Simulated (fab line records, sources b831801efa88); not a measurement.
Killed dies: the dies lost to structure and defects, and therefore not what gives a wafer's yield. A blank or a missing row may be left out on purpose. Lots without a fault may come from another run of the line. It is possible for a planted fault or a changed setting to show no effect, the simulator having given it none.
The same fault as seen by 2 desks ; flow gf180mcu ; only its own numbers are on each desk; what lay behind them is given at the end

## FOR THE TOOL OWNER'S DESK: litho-track-03
The tool's own readings at GF_DNWELL_COAT_02 (resist thk 3000 nm): means of the sampled wafers that have a number, for each lot that ran on this tool. If a lot's mean is further than 4 standard deviations from the usual mean, the lot is out of limits and carries the mark OUT (the distance appears in the brackets).
Columns: A = resist-line-temp-C at GF_DNWELL_COAT_02, usual 23.00 C
lot;first seen here;A
L345;day 3 18:45;23.05
L346;day 4 01:37;22.91
L352;day 5 09:43;22.91
L354;day 6 01:10;22.94
L355;day 6 09:25;23.11
Finding of this desk: none of the 5 lots has anything out of limits.

## THE METROLOGY DESK
What the gauges read for every lot (on any tool): the sampled wafers with a number, averaged. If a lot's mean is further than 4 standard deviations from the usual mean, the lot is out of limits and carries the mark OUT (the distance appears in the brackets).
Columns: A = INCOMING_BOW at GF_STI_BOW_MEAS_00, usual 0 um; B = STI_OXIDATION_THK at GF_STI_THK_MEAS_02, usual 9.99 nm; C = NWELL_TW at GF_NWELL_TW_MEAS_11, usual 1562; D = LVPWELL_TW at GF_LVPWELL_TW_MEAS_11, usual 559; E = MVSD_TW at GF_MVSD_TW_MEAS_11, usual 1572; F = MVPSD_OVL at GF_MVPSD_OVL_MEAS_07, usual -0.6 nm
lot;first seen here;A;B;C;D;E;F
L340;day 1 15:00;4;10.07;1589;561;1593;-1.7
L341;day 1 20:00;5;9.97;1554;547;1551;1.5
L343;day 2 06:00;4;10.06;1583;564;1554;-0.7
L344;day 2 11:01;3;9.88;1544;565;1553;1.2
L345;day 2 16:04;6;9.97;1545;564;1589;-0.8
L346;day 2 21:00;-1;9.92;1582;550;1584;0.3
L352;day 4 03:02;8;9.75;1890 (+19) OUT;1450 (+99 or more) OUT;1887 (+19) OUT;0.1
L354;day 4 13:02;-1;9.77;1696 (+7.9) OUT;1000 (+77) OUT;1742 (+10) OUT;0.5
L355;day 4 18:05;4;10.21;1704 (+8.4) OUT;978 (+74) OUT;1729 (+9.2) OUT;-1.6
L356;day 4 23:00;-0;10.03;1547;561;1591;-0.6
L359;day 5 14:01;-5;10.13;1580;557;1583;-0.7
L361;day 6 00:00;-2;10.01;1576;560;1580;-2.4
This desk finds L352, L354, L355 out of limits, with the earliest case on L352 at day 6 06:11 (NWELL_TW at GF_NWELL_TW_MEAS_11). L340, L341, L343, L344, L345, L346, L356, L359, L361 stayed within limits.

## BROUGHT TOGETHER
The metrology desk could have raised an alarm at day 6 06:11, on L352, L354, L355.
The tool owner's desk saw nothing out of limits.
On record at the tool owner's desk: L352, L354, L355, within its limits.
GF_DNWELL_COAT_02 was run on litho-track-03 by each of the lots named.

## WHAT THE SIMULATOR PUT IN
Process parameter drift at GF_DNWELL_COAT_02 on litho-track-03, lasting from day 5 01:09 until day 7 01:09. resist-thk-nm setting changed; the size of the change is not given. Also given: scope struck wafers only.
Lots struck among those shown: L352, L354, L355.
Time in hours between the start of the fault and the first out-of-limits reading at each desk: metrology desk, 29.
